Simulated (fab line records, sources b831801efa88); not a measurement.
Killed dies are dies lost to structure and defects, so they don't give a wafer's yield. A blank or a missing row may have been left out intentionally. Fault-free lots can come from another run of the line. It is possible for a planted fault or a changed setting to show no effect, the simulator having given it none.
Which tool is to blame? ; flow gf180mcu ; 39 wafers from 13 lots sampled at 5 of the route's 602 steps

== WHAT THE GAUGES SHOWED, per wafer ==
GF_NWELL_TW_MEAS_11. Usual: for NWELL_TW the level is 1569 and the standard deviation is 8.2.
lot;measured;on;NWELL_TW;flag
L858;day 3 10:28;filmMetro-04;1562 1573 1569;
L859;day 3 15:17;filmMetro-04;1563 1567 1561;
L860;day 3 21:35;filmMetro-04;1573 1576 1565;
L863;day 4 12:02;filmMetro-04;1560 1561 1552;
L864;day 4 17:29;filmMetro-03;1567 1566 1570;
L865;day 4 20:56;filmMetro-03;1571 1569 1567;
L866;day 5 02:55;filmMetro-04;1572 1571 1576;
L867;day 5 08:59;filmMetro-03;1567 1563 1566;
L871;day 6 07:22;filmMetro-01;1570 1570 1561;
L873;day 6 17:28;filmMetro-03;1583 1589 1591;
L878;day 7 22:32;filmMetro-01;1569 1572 1571;
L879;day 8 03:22;filmMetro-03;1575 1579 1583;
L881;day 8 13:31;filmMetro-03;1572 1573 1575;

GF_VT_IMPLANT_RS_MEAS_47: uses a four-point probe to measure. Usual: for NWELL_RS the level is 487.8 ohm/sq and the standard deviation is 1.5.
lot;measured;on;NWELL_RS (ohm/sq);flag
L858;day 7 16:28;filmMetro-04;488.9 488.8 488.0;
L859;day 7 21:41;filmMetro-03;488.1 487.5 489.2;
L860;day 8 04:28;filmMetro-03;484.9 486.9 486.8;
L863;day 8 22:31;filmMetro-04;487.4 488.2 487.2;
L864;day 9 06:26;filmMetro-04;489.3 489.4 489.1;
L865;day 9 10:34;filmMetro-03;486.4 485.9 488.3;
L866;day 9 18:38;filmMetro-01;487.5 487.4 486.6;
L867;day 10 02:31;filmMetro-01;489.3 491.3 490.6;
L871;day 11 05:42;filmMetro-03;487.1 487.5 488.2;
L873;day 11 19:06;filmMetro-01;486.1 486.2 484.6;
L878;day 13 05:21;filmMetro-01;489.4 489.0 489.4;
L879;day 13 12:56;filmMetro-03;483.8 486.6 485.4;
L881;day 14 01:38;filmMetro-03;488.3 489.4 489.7;

GF_VT_IMPLANT_RS_MEAS_48: uses a four-point probe to measure. Usual: for LVPWELL_RS the level is 1197.6 ohm/sq and the standard deviation is 3.
lot;measured;on;LVPWELL_RS (ohm/sq);flag
L858;day 7 16:35;filmMetro-04;1199.7 1198.4 1197.4;
L859;day 7 21:49;filmMetro-03;1195.9 1197.0 1194.8;
L860;day 8 04:35;filmMetro-03;1193.4 1197.6 1195.4;
L863;day 8 22:38;filmMetro-04;1198.4 1197.8 1199.9;
L864;day 9 06:34;filmMetro-04;1191.4 1192.7 1195.7;
L865;day 9 10:41;filmMetro-03;1198.9 1201.8 1203.1;
L866;day 9 18:46;filmMetro-01;1201.8 1206.7 1206.2;
L867;day 10 02:38;filmMetro-01;1199.2 1200.8 1201.9;
L871;day 11 05:49;filmMetro-03;1193.8 1197.3 1195.9;
L873;day 11 19:13;filmMetro-01;1210.3 1208.7 1205.0;OFF
L878;day 13 05:28;filmMetro-01;1199.8 1199.8 1200.8;
L879;day 13 13:04;filmMetro-03;1191.7 1193.5 1198.1;
L881;day 14 01:46;filmMetro-03;1195.0 1196.6 1198.6;

GF_POLY_GATE_OVL_MEAS_11. Usual: for POLY_GATE_OVL the level is -3 nm and the standard deviation is 5.2.
lot;measured;on;POLY_GATE_OVL (nm);flag
L858;day 9 07:37;overlay-02;-8 -6 -17;
L859;day 9 13:04;overlay-02;-3 -3 5;
L860;day 9 21:24;overlay-02;2 -4 0;
L863;day 10 14:52;overlay-01;-3 6 1;
L864;day 10 23:10;overlay-02;-10 4 -1;
L865;day 11 03:55;overlay-01;-6 -3 -10;
L866;day 11 12:39;overlay-01;-7 -6 0;
L867;day 11 22:19;overlay-02;-4 2 2;
L871;day 13 03:50;overlay-02;-6 -1 -5;
L873;day 13 17:09;overlay-02;6 8 6;
L878;day 15 04:30;overlay-01;1 0 -12;
L879;day 15 12:28;overlay-02;-1 0 -5;
L881;day 16 02:22;overlay-02;-5 1 -5;

== WHICH TOOL RAN EACH LOT (tool, then ch and the chambers of the sampled wafers, then the start) ==
lot;GF_LVPWELL_IMPLANT_09
L858;implanter-02 ch 0, day 3 23:34
L859;implanter-04 ch 0, day 4 04:38
L860;implanter-01 ch 0, day 4 10:44
L863;implanter-02 ch 0, day 5 01:31
L864;implanter-02 ch 0, day 5 07:35
L865;implanter-04 ch 0, day 5 10:58
L866;implanter-02 ch 0, day 5 17:26
L867;implanter-02 ch 0, day 5 23:58
L871;implanter-02 ch 0, day 6 22:40
L873;implanter-02 ch 0, day 7 09:08
L878;implanter-04 ch 0, day 8 14:43
L879;implanter-01 ch 0, day 8 19:46
L881;implanter-01 ch 0, day 9 06:19
- GF_LVPWELL_IMPLANT_09

== WHAT THE TOOLS THEMSELVES READ (means of the sampled wafers that have a number; where no wafer has one, the mark that the record gives instead) ==
GF_LVPWELL_IMPLANT_09. Usual: beamEnergyKeV reads 59.999 (standard deviation 0.019).
lot;tool;beamEnergyKeV;flag
L858;implanter-02;59.977;
L859;implanter-04;59.986;
L860;implanter-01;59.991;
L863;implanter-02;59.966;
L864;implanter-02;60.017;
L865;implanter-04;60.001;
L866;implanter-02;60.013;
L867;implanter-02;60.004;
L871;implanter-02;60.042;
L873;implanter-02;60.004;
L878;implanter-04;59.998;
L879;implanter-01;60.018;
L881;implanter-01;60.008;

== THE ANSWER, worked out from the rows above alone ==
Rule: take the mean of a lot's wafers that have a number; if it is more than 3 standard deviations from the usual mean, the lot is off. A lot without any number at a reading at which 4 lots or more have one is off too. All remaining lots with rows at the step are treated as sound. After the gauges, taken in route order, come the tools' own readings; for these a lot's mean is taken, as printed above. The first step at which some lot is off is used, and at that step the reading that is off furthest; a lot without a number counts as furthest.
Off: L873, at GF_VT_IMPLANT_RS_MEAS_48 (LVPWELL_RS).
A tool fits if, at a process step before that reading, it ran every lot that is off, and no sound lot after the first of them. The gauges at GF_VT_IMPLANT_RS_MEAS_48 are tried like those tools. One fits: GF_LVPWELL_IMPLANT_09 on implanter-02. A fault onset in the window from L871 (day 6 22:40, its last sound lot) to L873 (day 7 09:08, its first lot off) fits.

== WHAT THE SIMULATOR PUT IN ==
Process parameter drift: implanter-02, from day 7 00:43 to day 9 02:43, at GF_LVPWELL_IMPLANT_09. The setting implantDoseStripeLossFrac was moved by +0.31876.
Shown lots that were struck: L873. Same finding as the rule above.
